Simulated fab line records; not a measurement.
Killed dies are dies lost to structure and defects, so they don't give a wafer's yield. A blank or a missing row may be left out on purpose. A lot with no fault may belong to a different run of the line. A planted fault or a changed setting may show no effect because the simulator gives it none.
Struck lot and sound lot, side by side :: flow sfq_line :: 16 out of 325 route steps
Sound: wafers L431.4, L431.5, L431.6. The struck wafers were L421.4, L421.5, L421.6. Last of all comes the cause.
Each step with rows lists, per side, the tool, then ch with its chambers, then its first start. Under that, the readings that differ: sound wafers :: struck wafers :: difference of the means :: sigmas: that difference in standard deviations of wafers without a fault.
alike: words and numbers the same on both sides, and readings whose means are apart by under 2 such deviations; not compared: readings that were withheld, readings missing a value for some wafer, numbers with overlapping values and no deviation given by the record, and bounds like >300 which may hide the same value.
A row with sigmas, a row that says differs or no value, or rows on one side alone: a step with any of these is where the two part. Numbers that don't overlap but have no deviation are shown without sigmas and don't part them. A reading that every wafer of one side lacks parts them only if that side has two wafers or more.

SFQ_I3_OVL_MEAS_923:
  sound on overlay-01 at day 39 07:58; struck on overlay-01 at day 34 21:46
  alike: I3_OVL
SFQ_TRILAYER_I3_VIA_BARC_OPEN_VIA_ETCH_121: etches BARC in O2, target depth 125 nm, time 41.7 s.
  sound on rie_diel-04 ch 0,1,2, day 39 07:59; struck on rie_diel-02 ch 0,1,2, day 34 21:46
  alike: drypump_motor_current_A, oes_product_au
  not compared: rf_hours_counter_h
SFQ_TRILAYER_I3_VIA_ETCH_VIA_ETCH_088: etches SiO2 in CHF3, stops on Nb, target depth 260 nm.
  sound on rie_diel-04 ch 0,1,2, day 39 08:01; struck on rie_diel-02 ch 0,1,2, day 34 21:49
  alike: drypump_motor_current_A, oes_product_au
SFQ_TRILAYER_I3_VIA_STRIP_STRIP_089: strips in O2.
  sound on rie_metal-03 ch 0,1, day 39 08:20; struck on rie_metal-01 ch 0,1, day 34 22:08
  alike: drypump_motor_current_A, oes_product_au
  not compared: rf_hours_counter_h
then, 2 steps without rows for these wafers: SFQ_TRILAYER_I3_VIA_STRIP_SOLV_CLEAN_090 (cleans in NMP, time 600 s); SFQ_TRILAYER_M4_DEP_PRE_CLEAN_092 (time 22.5 s).
SFQ_TRILAYER_M4_DEP_SPUTTER_091: material Nb, target thk 200 nm, time 133.3 s.
  sound on pvd_sputter-05 at day 39 08:56; struck on pvd_sputter-05 at day 34 22:44
  alike: throttle_valve_pct
SFQ_M4_RS_MEAS_924: measurement is done with a four-point probe.
  sound on film_metro-03 at day 39 09:05; struck on film_metro-04 at day 34 22:53
  alike: M4_NB_RS
then, 3 steps without rows for these wafers: SFQ_TRILAYER_M4_LITHO_COAT_098 (resist thk 62 nm); SFQ_TRILAYER_M4_LITHO_COAT_093 (resist thk 600 nm); SFQ_TRILAYER_M4_LITHO_SOFTBAKE_097.
-- the record jumps here: 7 days lie between the struck wafers' starts before and after --
SFQ_TRILAYER_M4_LITHO_EXPOSE_094: exposes mask M4, target cd 500 nm.
  sound on krf_scanner-02 ch 0, day 45 19:07; struck on krf_scanner-01 ch 0, day 41 14:21
reading: model.M4.overlay_x_nm (nm)
sound: -6.888 -6.888 -6.888
struck: 46.03 46.03 46.03
difference: +52.92
sigmas: 
  alike: mask
then, 2 steps without rows for these wafers: SFQ_TRILAYER_M4_LITHO_PEB_096 (peb time 60 s); SFQ_TRILAYER_M4_LITHO_DEVELOP_095 (time 60 s).
SFQ_M4_OVL_MEAS_926:
  sound on overlay-01 at day 45 20:02; struck on overlay-02 at day 41 15:28
reading: M4_OVL (nm)
sound: -1 -9 -5
struck: 43 47 49
difference: +51
sigmas: +8
  not compared: hold
SFQ_TRILAYER_M4_BARC_OPEN_METAL_ETCH_123: etches BARC in O2, target depth 125 nm, time 41.7 s.
  sound on rie_metal-01 ch 0,1, day 45 20:04; struck on rie_metal-01 ch 0,1, day 41 18:24
reading: hold
sound: - - -
struck: await_dispo/2.9h/release await_dispo/2.9h/release await_dispo/2.9h/release
difference: no value on the sound wafers
sigmas: 
  alike: drypump_motor_current_A, oes_product_au
  not compared: rf_hours_counter_h

== WHERE THEY PART ==
First at SFQ_M4_OVL_MEAS_926; last, within this record, at SFQ_TRILAYER_M4_BARC_OPEN_METAL_ETCH_123.

WHY: the cause the simulator had injected
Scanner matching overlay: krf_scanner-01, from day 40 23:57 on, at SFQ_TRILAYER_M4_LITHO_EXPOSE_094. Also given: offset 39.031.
